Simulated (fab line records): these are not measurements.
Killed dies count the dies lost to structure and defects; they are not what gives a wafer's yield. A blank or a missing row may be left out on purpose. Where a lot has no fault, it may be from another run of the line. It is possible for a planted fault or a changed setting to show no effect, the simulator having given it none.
8D (eight disciplines) problem report, filled in by code -- flow sky130 -- the parts of the form that need people (team, actions taken, sign-off) are left out

== 1. THE PROBLEM ==
Across 6 wafers from 2 lots, LI_CONTACT_HDPCVD_THK at SKY_LI_CONTACT_THK_MEAS_01 averages 984 nm, while fault-free wafers read 927 nm with a standard deviation of 9.6. That is +5.9 standard deviations from the usual mean.
Seen first at day 34 03:10 on film-metro-04, wafer L240.1. At this step, 36 wafers from 12 lots have a number in the record. The rule behind "out" and "out of limits": a value lying over 4 standard deviations away from the usual mean. The other wafers with a number count as sound.

== 2. WHAT IT IS AND WHAT IT IS NOT ==
question,is,is not
which readings at this step,LI_CONTACT_HDPCVD_THK,-
which lots,"L240, L241","L226, L227, L228, L229, L230, L233, L234, L242, L246, L249"
which wafers of those lots,all that have a number,-
read on which gauges,"film-metro-03, film-metro-04",film-metro-01
when,from day 34 03:10,"up to then (24 sound wafers); but 6 sound wafers of L246, L249 came after"

== 3. SUSPECTS, AND WHAT RULES EACH OUT ==
Counting: a tool stays on the suspect list if, at a process step up to the reading, it processed all lots that are out and no sound lot following the first of them.
- the gauge at SKY_LI_CONTACT_THK_MEAS_01: ruled out. 2 gauges (film-metro-03, film-metro-04) read the wafers that are out.
- plasma-asher-03 at SKY_SD_N_STRIP_11 (strips in O2/N2): ruled out as a lasting fault. Following L240 (day 34 02:19), the first lot on it that is out, the sound lots L246 were run on it.
- hdpcvd-01 at SKY_LI_CONTACT_HDPCVD_00 (deposits PSG, target thk 930 nm, time 155 s): kept. It ran every lot that is out, first L240 (day 34 03:04), and no sound lot after that; its last sound lot up to then is L229 (day 28 10:28). On those wafers its own readings are out: run-length-s.
The count leaves hdpcvd-01 at SKY_LI_CONTACT_HDPCVD_00.

== 4. THE CAUSE (what the simulator had put in) ==
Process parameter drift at SKY_LI_CONTACT_HDPCVD_00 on hdpcvd-01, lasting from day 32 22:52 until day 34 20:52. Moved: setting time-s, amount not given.
Only this tool survived the counting.

== 5. SEQUENCE OF EFFECTS, ordered by route ==
Each row: a reading whose mean over the struck wafers that have a number lies more than 3 standard deviations from the usual. Scope: only readings with a usual standard deviation given in the record; hours: median across lots of the time from each lot's start at the first step in this table that gives one to its start at this step; sigmas: change in usual standard deviations.
hours,step,reading,usual,on struck wafers,change,sigmas
0,SKY_LI_CONTACT_HDPCVD_00,run-length-s,182.6 s,190.4,+7.8,+10
0,SKY_LI_CONTACT_THK_MEAS_01,LI_CONTACT_HDPCVD_THK,927 nm,984,+56,+5.9
The process steps in it:
- SKY_LI_CONTACT_HDPCVD_00: deposits PSG, target thk 930 nm, time 155 s.

== 6. HOW IT WOULD HAVE BEEN CAUGHT EARLIER ==
In this record the first reading out of limits at a measuring or inspecting step was taken at day 34 03:10, 28 hours after the fault began at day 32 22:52.
Tool's own readings at SKY_LI_CONTACT_HDPCVD_00, run-length-s: out on all struck wafers the step has rows for; an alarm limit on them would have tripped on the first.
Of the lots that are out (2), L241 began SKY_LI_CONTACT_HDPCVD_00 on hdpcvd-01 after day 34 03:10. A hold on the tool at that time would have spared it.
